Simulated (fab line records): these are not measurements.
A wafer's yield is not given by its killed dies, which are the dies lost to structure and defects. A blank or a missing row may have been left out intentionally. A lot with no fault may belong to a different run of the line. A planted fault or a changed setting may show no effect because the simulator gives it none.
Which tool is to blame? :: flow gf180mcu :: 33 wafers from 11 lots sampled at 3 of the route's 602 steps

WHAT THE GAUGES READ, wafer by wafer
GF_HV_LDD_TW_MEAS_50.
lot: L101
measured: day 12 08:38
on: film metro-02
HV_LDD_4_TW: 574 575 573

lot: L103
measured: day 12 20:32
on: film metro-03
HV_LDD_4_TW: 563 567 568

lot: L104
measured: day 13 01:26
on: film metro-04
HV_LDD_4_TW: 563 561 564

lot: L106
measured: day 13 21:04
on: film metro-02
HV_LDD_4_TW: 570 573 568

lot: L108
measured: day 14 16:08
on: film metro-03
HV_LDD_4_TW: 570 563 568

lot: L111
measured: day 15 22:13
on: film metro-02
HV_LDD_4_TW: 30 30 30

lot: L112
measured: day 16 08:41
on: film metro-04
HV_LDD_4_TW: 30 30 30

lot: L115
measured: day 17 03:33
on: film metro-02
HV_LDD_4_TW: 573 574 575

lot: L117
measured: day 17 23:15
on: film metro-04
HV_LDD_4_TW: 563 565 565

lot: L119
measured: day 18 11:34
on: film metro-04
HV_LDD_4_TW: 564 564 566

lot: L123
measured: day 19 14:48
on: film metro-03
HV_LDD_4_TW: 567 568 567

EACH LOT AND THE TOOL THAT RAN IT (in order: tool; ch and the chambers of the sampled wafers; start)
lot: L101
GF_HV_LDD_STRIP_37: plasma asher-04 ch 0,1, day 11 13:17
GF_HV_LDD_STRIP_49: plasma asher-02 ch 0,1, day 12 08:32

lot: L103
GF_HV_LDD_STRIP_37: plasma asher-02 ch 0,1, day 12 00:55
GF_HV_LDD_STRIP_49: plasma asher-02 ch 0,1, day 12 20:26

lot: L104
GF_HV_LDD_STRIP_37: plasma asher-01 ch 0,1, day 12 06:09
GF_HV_LDD_STRIP_49: plasma asher-04 ch 0,1, day 13 01:19

lot: L106
GF_HV_LDD_STRIP_37: plasma asher-04 ch 0,1, day 13 00:35
GF_HV_LDD_STRIP_49: plasma asher-04 ch 0,1, day 13 20:58

lot: L108
GF_HV_LDD_STRIP_37: plasma asher-01 ch 1, day 13 18:52
GF_HV_LDD_STRIP_49: plasma asher-04 ch 0,1, day 14 16:02

lot: L111
GF_HV_LDD_STRIP_37: plasma asher-01 ch 0,1, day 15 00:18
GF_HV_LDD_STRIP_49: plasma asher-02 ch 0,1, day 15 22:06

lot: L112
GF_HV_LDD_STRIP_37: plasma asher-02 ch 0,1, day 15 10:12
GF_HV_LDD_STRIP_49: plasma asher-04 ch 0,1, day 16 08:35

lot: L115
GF_HV_LDD_STRIP_37: plasma asher-01 ch 0,1, day 16 04:35
GF_HV_LDD_STRIP_49: plasma asher-01 ch 0,1, day 17 03:27

lot: L117
GF_HV_LDD_STRIP_37: plasma asher-01 ch 0,1, day 17 00:03
GF_HV_LDD_STRIP_49: plasma asher-02 ch 0,1, day 17 23:09

lot: L119
GF_HV_LDD_STRIP_37: plasma asher-01 ch 0,1, day 17 11:55
GF_HV_LDD_STRIP_49: plasma asher-04 ch 0,1, day 18 11:28

lot: L123
GF_HV_LDD_STRIP_37: plasma asher-02 ch 0,1, day 18 14:38
GF_HV_LDD_STRIP_49: plasma asher-02 ch 1, day 19 14:42
- GF_HV_LDD_STRIP_37: strips in O2/N2.
- GF_HV_LDD_STRIP_49: strips in O2/N2.

THE ANSWER, worked out from the rows above alone
Rule: what is usual is taken from the lots themselves. Put in order of their means at a reading, lots are off if they are a third of the lots or fewer, leave a main group of 4 or more, and stand apart from it by a gap of 3 or more times the standard deviation of the main group's means; of several such gaps the widest counts. Not used: any main group whose means are identical at the precision the tables above print for the reading. Also off: a lot with no number at a reading for which 4 or more lots have one. All remaining lots with rows at the step are treated as sound.
Off: at GF_HV_LDD_TW_MEAS_50 (HV_LDD_4_TW), L111, L112. For the main group the mean is 568 and the standard deviation 3.9.
If a tool, at a process step before that reading, ran all the lots that are off and no sound lot after the first of them, it fits. The gauges at GF_HV_LDD_TW_MEAS_50 are tried like those tools. No candidate that was tried fits.

WHAT WAS PUT IN BY THE SIMULATOR
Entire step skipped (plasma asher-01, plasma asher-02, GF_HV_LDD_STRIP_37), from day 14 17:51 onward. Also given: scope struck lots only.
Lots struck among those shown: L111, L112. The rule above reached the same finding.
